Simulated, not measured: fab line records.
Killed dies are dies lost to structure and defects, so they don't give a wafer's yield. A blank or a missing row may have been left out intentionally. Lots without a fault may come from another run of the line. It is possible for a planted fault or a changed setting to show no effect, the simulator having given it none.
fab line records	flow sky130
[record] lots = 11	wafers = 33	lastDay = 51
route steps=708 shown CONTACT@430 METAL1@438 PAD_OPEN@708
lots with no fault: from the same line, run without faults
startH: hours from the record's opening day to when the first of the lot's shown wafers began	waitH: how many hours have passed since the lot's step before this one	" same as the row above	L1.1+2: several wafers, shown together as one row	- no value, or no start was given	* or withheld: withheld	< > ~ a bound
route shown NAME@n: NAME is a module with steps in the file, n the number in the route of the first one	usual: mean and standard deviation over wafers with no fault	same: alike in all rows	chamber/n: place in a boat	sites: the reading at each site	_std_site: the values' standard deviation	_edge_site: inner sites' mean taken away from outer sites' mean	radiusMm: for every site, how far away it sits from the centre of the wafer	mask NAME#n: copy n	behind: the tool/chamber that last shaped the wafer	hold: the reason the lot was held/the length of the hold in hours/how it ended	device: the n, p or np transistor that did not switch	end of line: the same wafers' tests at the end of the route	step lacking rows: just its recipe	killed: dies lost to structure and defects at the first sort, not the wafer's yield	map: shows each die of a wafer: x if killed, . if not, _ if none is there
set.NAME: the run value of the setting; set.NAME@STEP: its run value at that earlier step	model.NAME: the simulator's own value behind a step, which no gauge read
a sample of lots followed through the steps of the route, with each step as a table and each wafer as a row
services: when a tool's chamber went out of use (startH, in hours from the record's first day, below 0 if earlier), for how many hours, and the reason
[[steps]]
[step SKY_CONTACT_CVD_24]
[recipe] material = W	targetThkNm = 340	timeS = 102.12	tempC = 400	pressureTorr = 40
[usual] heaterPowerOuterW = 494/73	heaterPowerW = 827/76
[same] timeS = 102.12
lot.wafer	tool	chamber	startH	waitH	heaterPowerOuterW	heaterPowerW
L683.1	cvdW-01	1	763.69	0.0	450	803
L683.2	"	0	"	"	578	884
L683.4	"	0	"	"	554	886
L685.3	cvdW-02	1	765.39	0.1	532	873
L685.5	"	0	"	"	451	753
L685.6	"	1	"	"	525	852
L684.2	cvdW-01	1	765.70	0.0	450	801
L684.5	"	0	"	"	557	905
L684.6	"	1	"	"	456	797
L690.2	cvdW-02	0	797.19	0.1	435	751
L690.3	"	0	"	"	438	750
L690.4	"	0	"	"	448	743
L691.1	cvdW-01	0	799.22	0.0	572	877
L691.4	"	1	"	"	446	797
L691.6	"	1	"	"	458	794
L692.4	cvdW-02	0	806.26	0.1	451	769
L692.5	"	0	"	"	438	748
L692.6	"	1	"	"	515	852
L701.1	cvdW-01	1	919.37	0.0	403	727
L701.2	"	0	"	"	593	934
L701.6	"	1	"	"	402	722
L693.2	cvdW-01	0	919.75	0.1	592	945
L693.4	"	1	"	"	405	733
L693.6	"	0	"	"	603	919
L699.4	cvdW-01	1	920.44	0.1	401	753
L699.5	"	1	"	"	400	749
L699.6	"	0	"	"	599	917
L702.2	cvdW-01	1	922.55	0.1	411	731
L702.3	"	1	"	"	405	739
L702.5	"	0	"	"	572	946
L704.2	cvdW-01	0	923.90	0.0	605	932
L704.4	"	0	"	"	598	933
L704.5	"	1	"	"	411	746
[step SKY_METAL1_SPUTTER_04]
[recipe] material = TiN	targetThkNm = 70	powerW = 6500	timeS = 58.3	chamberPressurePa = 0.4
[usual] throttleValvePct = 30.0/1
[same] timeS = 58.3
lot.wafer	tool	chamber	startH	waitH	throttleValvePct
L683.1	pvdSputter-02	-	764.37	0.0	31.3
L683.2	"	-	"	"	29.0
L683.4	"	-	"	"	30.6
L685.3	pvdSputter-02	-	766.22	0.0	31.4
L685.5	"	-	"	"	29.7
L685.6	"	-	"	"	29.2
L684.2	pvdSputter-01	-	766.38	0.0	29.0
L684.5	"	-	"	"	29.6
L684.6	"	-	"	"	30.4
L690.2	pvdSputter-01	-	798.02	0.0	31.2
L690.3	"	-	"	"	28.8
L690.4	"	-	"	"	30.6
L691.1	pvdSputter-02	-	799.90	0.0	30.7
L691.4	"	-	"	"	31.5
L691.6	"	-	"	"	29.8
L692.4	pvdSputter-03	-	806.91	0.0	29.9
L692.5	"	-	"	"	27.4
L692.6	"	-	"	"	30.2
L701.1	pvdSputter-02	-	920.05	0.0	29.1
L701.2	"	-	"	"	30.8
L701.6	"	-	"	"	30.4
L693.2	pvdSputter-02	-	920.43	0.0	30.6
L693.4	"	-	"	"	30.0
L693.6	"	-	"	"	29.7
L699.4	pvdSputter-03	-	921.10	0.0	30.1
L699.5	"	-	"	"	30.8
L699.6	"	-	"	"	28.5
L702.2	pvdSputter-01	-	923.30	0.0	29.4
L702.3	"	-	"	"	29.0
L702.5	"	-	"	"	31.2
L704.2	pvdSputter-01	-	924.65	0.0	31.3
L704.4	"	-	"	"	28.7
L704.5	"	-	"	"	28.9
[step SKY_METAL1_DESCUM_17]
[recipe] chemistry = O2	sourcePowerW = 150	biasPowerW = 0	pressureMtorr = 10	tempC = 40	timeS = 8
[usual] drypumpMotorCurrentA = 5.8/0.55	oesProductAu = 0.995/0.011
[same] timeS = 8
lot.wafer	tool	chamber	startH	waitH	drypumpMotorCurrentA	oesProductAu	rfHoursCounterH
L683.1	rieMetal-01	1	790.49	0.0	5.8	0.997	12
L683.2	"	0	"	"	6.2	0.996	3
L683.4	"	0	"	"	6.3	1.004	-
L685.3	rieMetal-04	1	792.30	0.0	6.1	1.002	-
L685.5	"	0	"	"	4.6	1.005	-
L685.6	"	1	"	"	6.2	0.991	-
L684.2	rieMetal-01	1	792.64	0.0	5.8	0.990	12
L684.5	"	0	"	"	6.3	1.000	-
L684.6	"	1	"	"	5.7	0.999	-
L690.2	rieMetal-03	0	824.04	0.0	5.9	0.981	14
L690.3	"	0	"	"	5.9	0.996	-
L690.4	"	1	"	"	6.0	0.979	-
L691.1	rieMetal-04	1	826.24	0.0	6.2	1.004	1
L691.4	"	1	"	"	6.1	1.003	-
L691.6	"	0	"	"	4.6	1.004	-
L692.4	rieMetal-01	0	832.30	0.0	6.2	0.998	-
L692.5	"	0	"	"	6.3	1.002	-
L692.6	"	1	"	"	5.7	1.010	-
L701.1	rieMetal-04	1	944.54	0.0	6.2	1.008	7
L701.2	"	0	"	"	4.6	0.991	1
L701.6	"	1	"	"	6.2	0.993	-
L693.2	rieMetal-03	0	945.84	0.0	5.9	0.988	0
L693.4	"	0	"	"	5.9	1.012	-
L693.6	"	1	"	"	6.0	0.991	-
L699.4	rieMetal-01	1	946.55	0.0	5.7	1.009	-
L699.5	"	1	"	"	5.7	1.004	-
L699.6	"	0	"	"	6.3	1.012	-
L702.2	rieMetal-04	0	948.09	0.0	4.6	0.989	1
L702.3	"	1	"	"	6.2	0.990	-
L702.5	"	1	"	"	6.2	0.995	-
L704.2	rieMetal-03	1	949.29	0.0	6.0	0.974	14
L704.4	"	1	"	"	6.1	0.969	-
L704.5	"	0	"	"	5.9	1.004	-
[step SKY_METAL1_METAL_ETCH_19]
[recipe] targetDepthA = 3600	stopOn = SiO2	overEtchFrac = 0.3	timeS = 78	chemistry = Cl2/BCl3	resistSidewallDeg = 88	pressureMtorr = 10	icpW = 900	biasW = 48.5	Cl2_flow_sccm = 60	bcl3FlowSccm = 30
[usual] drypumpMotorCurrentA = 5.8/0.55	oesProductAu = 0.853/0.0056	throttleValvePct = 22.264/0.0092
[same] timeS = 78
lot.wafer	tool	chamber	startH	waitH	drypumpMotorCurrentA	oesProductAu	rfHoursCounterH	throttleValvePct
L683.1	rieMetal-01	1	790.59	0.0	5.8	0.853	12	22.270
L683.2	"	0	"	"	6.3	0.851	3	22.262
L683.4	"	0	"	"	6.2	0.858	-	22.280
L685.3	rieMetal-04	1	792.42	0.1	6.2	0.855	-	22.243
L685.5	"	0	"	"	4.6	0.852	-	22.274
L685.6	"	1	"	"	6.2	0.847	-	22.263
L684.2	rieMetal-01	1	792.74	0.0	5.7	0.851	12	22.279
L684.5	"	0	"	"	6.2	0.858	-	22.283
L684.6	"	1	"	"	5.8	0.851	-	22.239
L690.2	rieMetal-03	0	824.13	0.0	5.9	0.866	14	22.273
L690.3	"	0	"	"	5.9	0.854	-	22.266
L690.4	"	1	"	"	6.0	0.846	-	22.262
L691.1	rieMetal-04	1	826.34	0.0	6.1	0.854	1	22.257
L691.4	"	1	"	"	6.2	0.855	-	22.267
L691.6	"	0	"	"	4.6	0.845	-	22.258
L692.4	rieMetal-01	0	832.41	0.1	6.2	0.854	-	22.268
L692.5	"	0	"	"	6.2	0.854	-	22.277
L692.6	"	1	"	"	5.8	0.842	-	22.265
L701.1	rieMetal-04	1	944.63	0.0	6.1	0.844	7	22.267
L701.2	"	0	"	"	4.6	0.853	1	22.259
L701.6	"	1	"	"	6.2	0.860	-	22.278
L693.2	rieMetal-03	0	945.93	0.0	5.9	0.856	0	22.263
L693.4	"	0	"	"	5.9	0.845	-	22.266
L693.6	"	1	"	"	6.0	0.846	-	22.262
L699.4	rieMetal-01	1	946.67	0.1	5.8	0.849	-	22.269
L699.5	"	1	"	"	5.8	0.859	-	22.278
L699.6	"	0	"	"	6.3	0.843	-	22.271
L702.2	rieMetal-04	0	948.19	0.0	4.6	0.849	1	22.256
L702.3	"	1	"	"	6.2	0.856	-	22.258
L702.5	"	1	"	"	6.2	0.856	-	22.263
L704.2	rieMetal-03	1	949.38	0.0	6.0	0.856	14	22.255
L704.4	"	1	"	"	6.0	0.858	-	22.259
L704.5	"	0	"	"	5.9	0.850	-	22.262
[step SKY_METAL1_STRIP_20]
[recipe] chemistry = O2/N2	powerW = 1400	pressureMtorr = 1500	platenTempC = withheld	o2FlowSccm = 3000	n2FlowSccm = 300	overashFraction = 0.5
[usual] drypumpMotorCurrentA = 5.6/0.39	oesProductAu = 0.344/0.0053	stripTimeToEndpointS = 2.72/0.044
lot.wafer	tool	chamber	startH	waitH	drypumpMotorCurrentA	oesProductAu	rfHoursCounterH	stripTimeToEndpointS
L683.1	plasmaAsher-03	0	790.68	0.1	5.9	0.338	96	2.72
L683.2	"	1	"	"	5.5	0.352	96	2.73
L683.4	"	0	"	"	5.9	0.345	-	2.71
L685.3	plasmaAsher-01	1	792.51	0.1	5.9	0.341	-	2.72
L685.5	"	0	"	"	4.7	0.345	-	2.68
L685.6	"	1	"	"	5.9	0.341	-	2.73
L684.2	plasmaAsher-04	1	792.83	0.1	5.6	0.340	3	2.67
L684.5	"	1	"	"	5.6	0.342	-	2.72
L684.6	"	0	"	"	5.7	0.342	-	2.67
L690.2	plasmaAsher-04	0	824.22	0.1	5.7	0.351	6	2.73
L690.3	"	1	"	"	5.6	0.352	-	2.71
L690.4	"	0	"	"	5.7	0.351	-	2.81
L691.1	plasmaAsher-03	1	826.43	0.1	5.5	0.343	100	2.73
L691.4	"	0	"	"	5.9	0.351	-	2.70
L691.6	"	0	"	"	5.9	0.343	-	2.68
L692.4	plasmaAsher-01	1	832.51	0.1	6.0	0.345	-	2.70
L692.5	"	1	"	"	6.0	0.341	-	2.71
L692.6	"	0	"	"	4.7	0.342	-	2.72
L701.1	plasmaAsher-03	0	944.72	0.1	5.9	0.318	112	1.88
L701.2	"	1	"	"	5.5	0.348	112	2.74
L701.6	"	1	"	"	5.5	0.312	-	1.90
L693.2	plasmaAsher-01	0	946.02	0.1	4.7	0.340	80	2.64
L693.4	"	0	"	"	4.7	0.341	-	2.66
L693.6	"	0	"	"	4.7	0.342	-	2.73
L699.4	plasmaAsher-01	0	946.76	0.1	4.7	0.349	-	2.67
L699.5	"	1	"	"	6.0	0.342	-	2.68
L699.6	"	0	"	"	4.7	0.339	-	2.70
L702.2	plasmaAsher-01	1	948.28	0.1	5.9	0.344	81	2.67
L702.3	"	1	"	"	5.9	0.308	-	1.88
L702.5	"	1	"	"	5.9	0.300	-	1.84
L704.2	plasmaAsher-03	1	949.47	0.1	5.5	0.354	113	2.78
L704.4	"	1	"	"	5.5	0.346	-	2.77
L704.5	"	0	"	"	5.9	0.331	-	2.67
[step SKY_PAD_OPEN_PROBE_99]
[usual] defectLimitedYield = 82.5/2	killed_at_M0_to_M3 = 42/7.3	killed_at_M4_up = 3.4/2	killedAtContacts = 24/5.6	killedAtFrontEnd = 16/4.5	killedAtOther = 0.2/0.51	killedDies = 86/9.8	killedOpen = 46/7	killedShort = 40/6.7	sort_bin_3_pad_short = 0.9/0.42	sort_bin_5_function = 10.3/1.5	sort_bin_6_memory = 6.3/1.3	sortNPass = 406/9.8	sortYieldPct = 82.5/2
[same] grossDies = 492	killedAtBackSide = 0	sort_bin_4_leakage[%] = 0	sort_bin_8_speed[%] = 0
lot.wafer	tool	chamber	startH	waitH	defectLimitedYield[%]	killed_at_M0_to_M3	killed_at_M4_up	killedAtContacts	killedAtFrontEnd	killedAtOther	killedDies	killedOpen	killedShort	sort_bin_3_pad_short[%]	sort_bin_5_function[%]	sort_bin_6_memory[%]	sortNPass	sortYieldPct[%]
L701.6	prober-02	-	1212.61	0.2	82.5	41	5	20	20	0	86	42	43	0.6	10.4	6.5	406	82.5
L699.4	prober-01	-	1214.01	0.2	84.3	36	4	27	10	0	77	33	44	0.4	9.6	5.7	415	84.3
L699.6	prober-01	-	1214.11	0.2	83.1	42	7	20	14	0	83	40	43	0.6	10.4	5.9	409	83.1
// killed by level:class
L701.6 METAL2:geometricParticle:short=9 VIA2:geometricParticle:short=7 POLY_GATE:geometricParticle:short=6 LI_CONTACT:geometricParticle:open=6 VIA1:geometricParticle:open=6 CONTACT:geometricParticle:open=5 VIA3:geometricParticle:open=5 POLY_GATE:geometricParticle:open=4
L699.4 LOCAL_INTERCONNECT:geometricParticle:short=8 CONTACT:geometricParticle:open=7 CONTACT:geometricParticle:short=7 VIA1:geometricParticle:open=7 METAL1:geometricParticle:short=6 VIA3:geometricParticle:open=5 VIA2:geometricParticle:open=4 FIELD_ISO:geometricParticle:short=3
L699.6 VIA2:geometricParticle:open=9 POLY_GATE:geometricParticle:short=7 VIA3:geometricParticle:open=7 LI_CONTACT:geometricParticle:open=6 METAL4:geometricParticle:short=6 METAL2:geometricParticle:short=6 CONTACT:geometricParticle:short=5 CONTACT:geometricParticle:open=4
[[services]]
tool	chamber	startH	hours	kind
pvdSputter-02	-	760.18	3.9	repair
cvdW-02	-	767.91	2.6	repair
rieMetal-04	1	770.49	-	clean
rieMetal-04	1	770.49	19.8	scheduledDown
rieMetal-04	1	770.49	19.8	ventCycle
rieMetal-01	-	779.05	2.8	pm
pvdSputter-03	-	783.19	2.1	repair
cvdW-02	1	788.54	17.1	repair
rieMetal-03	0	796.63	4.9	repair
plasmaAsher-01	-	809.21	11.2	repair
pvdSputter-02	-	817.16	2.9	repair
cvdW-01	-	832.60	6.0	pm
plasmaAsher-04	-	839.61	5.1	repair
plasmaAsher-03	-	841.60	0.3	repair
rieMetal-01	1	847.57	2.6	repair
pvdSputter-02	-	854.01	5.1	repair
cvdW-02	-	855.35	2.8	pm
rieMetal-01	1	893.17	-	clean
rieMetal-01	1	893.17	18.3	scheduledDown
rieMetal-01	1	893.17	18.3	ventCycle
cvdW-01	-	904.00	14.0	pm
cvdW-02	-	918.00	6.9	pm
plasmaAsher-04	-	938.07	0.9	repair
cvdW-02	-	938.78	1.2	repair
[[key]]
[firstSign] step = SKY_METAL1_STRIP_20	reading = stripTimeToEndpointS	direction = down	sigmas = 19	usual = *	struck = *
[effect] step = SKY_METAL1_STRIP_20	reading = oesProductAu	direction = down	sigmas = 6.5	usual = 0.344	struck = 0.309
metAt SKY_METAL1_METAL_ETCH_19
struckLots L701,L702
struckWafers L701.1,L701.6,L702.3,L702.5
notActingAt SKY_CONTACT_CVD_24,SKY_METAL1_SPUTTER_04,SKY_METAL1_DESCUM_17
onsetBetween 826.34 944.63
[fault] kind = processParameterDrift	tool = rieMetal-04	chamber = 1	onsetH = 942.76	steps = SKY_METAL1_METAL_ETCH_19	channel = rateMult	offset = 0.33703	shape = step	endH = 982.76
